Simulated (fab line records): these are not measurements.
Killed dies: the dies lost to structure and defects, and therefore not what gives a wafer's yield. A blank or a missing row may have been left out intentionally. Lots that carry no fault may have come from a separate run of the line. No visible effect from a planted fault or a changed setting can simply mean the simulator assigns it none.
Comparing a struck lot with a sound one :: flow sky130 :: 28 steps out of a route of 708
Sound: the wafers L526.1, L526.2, L526.6. Wafers L533.1, L533.3 were the ones struck. At the end, the cause is stated.
Order at every step that has rows: each side's tool, ch and its chambers, its first start. Under that, the readings that differ: sound wafers :: struck wafers :: difference of the means :: sigmas: that difference in standard deviations of wafers without a fault.
alike: words and numbers the same on both sides, and readings whose means are apart by under 2 such deviations; not compared: readings that were withheld, readings missing a value for some wafer, numbers with overlapping values and no deviation given by the record, and bounds like >300 which may hide the same value.
A row with sigmas, a row that says differs or no value, or rows on one side alone: a step with any of these is where the two part. Numbers that have no deviation but don't overlap get no sigmas and don't part them. Lack of a reading on every wafer of one side parts them only where that side has two or more wafers.

SKY_VIA2_SPUTTER_20: material TiN, target thk 20 nm, time 80 s.
  sound on pvdSputter-03 at day 38 07:17; struck on pvdSputter-01 at day 40 19:57
reading: throttleValvePct (%)
sound: 28.1 28.0 28.3
struck: 31.2 31.0
difference: +3.0
sigmas: +2
SKY_VIA2_CVD_21: deposits W, target thk 420 nm, time 126.4 s.
  sound on cvdW-01 ch 0,1, day 38 07:20; struck on cvdW-02 ch 0,1, day 40 20:01
  alike: heaterPowerW
SKY_VIA2_RS_MEAS_22: measures by four-point-probe.
  sound on filmMetro-04 at day 38 07:28; struck on filmMetro-04 at day 40 20:09
  alike: VIA2_W_RS
SKY_VIA2_THK_MEAS_23: measures by xrf.
  sound on filmMetro-04 at day 38 07:35; struck on filmMetro-04 at day 40 20:16
  alike: VIA2_W_THK
SKY_VIA2_CMP_24: polishes, stops on SiO2, t overpolish 20 s, target thk 0 nm.
  sound on cmp-01 ch 0,3, day 38 07:42; struck on cmp-01 ch 1,3, day 40 20:23
  alike: motorCurrentA, overpolishRunS, slurryFilterDpKPa, timeToEndpointS
then, 3 steps without rows for these wafers: SKY_METAL3_SPUTTER_00 (material Ti, target thk 15 nm, time 10 s); SKY_METAL3_SPUTTER_01 (material TiN, target thk 20 nm, time 16.7 s); SKY_METAL3_SPUTTER_02 (material AlCu, target thk 735 nm, time 39.1 s).
SKY_METAL3_SPUTTER_03: material Ti, target thk 5 nm, time 3.3 s.
  sound on pvdSputter-04 at day 38 08:03; struck on pvdSputter-04 at day 40 20:43
  alike: throttleValvePct
SKY_METAL3_SPUTTER_04: material TiN, target thk 70 nm, time 58.3 s.
  sound on pvdSputter-04 at day 38 08:04; struck on pvdSputter-04 at day 40 20:44
  alike: throttleValvePct
then, 1 step without rows for these wafers: SKY_CAPM_CVD_00 (deposits SiO2, target thk 15.5 nm).
SKY_CAPM_THK_MEAS_01:
  sound on filmMetro-01 at day 38 08:08; struck on filmMetro-03 at day 40 20:49
  alike: CAPM_CVD_00_THK
SKY_CAPM_SPUTTER_02: material TiN, target thk 200 nm, time 166.7 s.
  sound on pvdSputter-01 at day 38 08:12; struck on pvdSputter-02 at day 40 20:52
reading: throttleValvePct (%)
sound: 31.8 31.4 32.0
struck: 29.7 28.8
difference: -2.5
sigmas: -2

reading: model.TiN_of_CAPM_SPUTTER_02.thkNm (nm)
sound: 204.9 202.7 204.4
struck: 226.4 225.7
difference: +22.1
sigmas: 
SKY_CAPM_RS_MEAS_03: measures by four-point-probe.
  sound on filmMetro-04 at day 38 08:19; struck on filmMetro-01 at day 40 20:59
reading: CAPM_TIN_RS (ohm/sq)
sound: 6.73 6.81 6.76
struck: 6.11 6.12
difference: -0.65
sigmas: -7
SKY_CAPM_THK_MEAS_04: measures by xrf.
  sound on filmMetro-04 at day 38 08:26; struck on filmMetro-01 at day 40 21:06
reading: CAPM_TIN_THK (nm)
sound: 204 202 205
struck: 227 228
difference: +24
sigmas: +8
then, 7 steps without rows for these wafers: SKY_CAPM_DEHYDRATE_05 (time 60 s); SKY_CAPM_HMDS_06 (prime time 60 s); SKY_CAPM_COAT_07 (resist thk 1140 nm); SKY_CAPM_SOFTBAKE_08 (time 60 s); SKY_CAPM_EXPOSE_09 (exposes mask CAPM, target cd 1000 nm); SKY_CAPM_PEB_10; SKY_CAPM_DEVELOP_11 (develop time 60 s).
SKY_CAPM_OVL_MEAS_12:
  sound on overlay-02 at day 39 09:06; struck on overlay-01 at day 41 21:59
  alike: CAPM_OVL
SKY_CAPM_METAL_ETCH_13: etches TiN in Cl2/BCl3, stops on SiO2, target depth 220 nm, time 62.9 s.
  sound on rieMetal-02 ch 0,1, day 39 09:08; struck on rieMetal-02 ch 0, day 41 22:01
reading: oesProductAu (a.u.)
sound: 0.959 0.947 0.955
struck: 1.000 0.990
difference: +0.041
sigmas: +4

reading: throttleValvePct (%)
sound: 21.894 21.900 21.901
struck: 21.855 21.893
difference: -0.024
sigmas: -2
  alike: bcl3FlowSccm, drypumpMotorCurrentA
  not compared: rfHoursCounterH
then, 1 step without rows for these wafers: SKY_CAPM_STRIP_14 (strips in O2/N2).
SKY_CAPM_STRIP_15: strips in post etch residue remover, time 1200 s.
  sound on wetBench-01 ch 1, day 39 09:19; struck on wetBench-04 ch 0, day 41 22:12
reading: model.TiN_of_CAPM_SPUTTER_02.thkNm (nm)
sound: 204.5 202.2 204
struck: 226 225.3
difference: +22
sigmas: 
then, 1 step without rows for these wafers: SKY_CAPM_CLEAN_16 (cleans in IPA, time 180 s).
-- the record jumps here: 8 days lie between the struck wafers' starts before and after (it left off in module CAPM and takes up again in module PAD_OPEN, whose first step shown is number 708 of the route) --
SKY_PAD_OPEN_PROBE_99:
  sound on prober-01 at day 47 15:36; struck on prober-01 at day 49 14:58
reading: defectLimitedYield (%)
sound: 82.7 81.5 81.3
struck: 47.8 57.3
difference: -29.3
sigmas: -17

reading: killedAtOther
sound: 0 0 0
struck: 162 124
difference: +143
sigmas: +99 or more

reading: killedDies
sound: 85 91 92
struck: 257 210
difference: +144
sigmas: +18

reading: killedOnRim
sound: 21 24 18
struck: 87 69
difference: +57
sigmas: +15

reading: killedShort
sound: 27 48 32
struck: 47 49
difference: +12
sigmas: +2
  alike: killed_at_M0_to_M3, killed_at_M4_up, killedAtContacts, killedAtFrontEnd, killedOpen

== WHERE THEY PART ==
Earliest at SKY_VIA2_SPUTTER_20; latest, in this record, at SKY_PAD_OPEN_PROBE_99.

WHY: what had been put in by the simulator
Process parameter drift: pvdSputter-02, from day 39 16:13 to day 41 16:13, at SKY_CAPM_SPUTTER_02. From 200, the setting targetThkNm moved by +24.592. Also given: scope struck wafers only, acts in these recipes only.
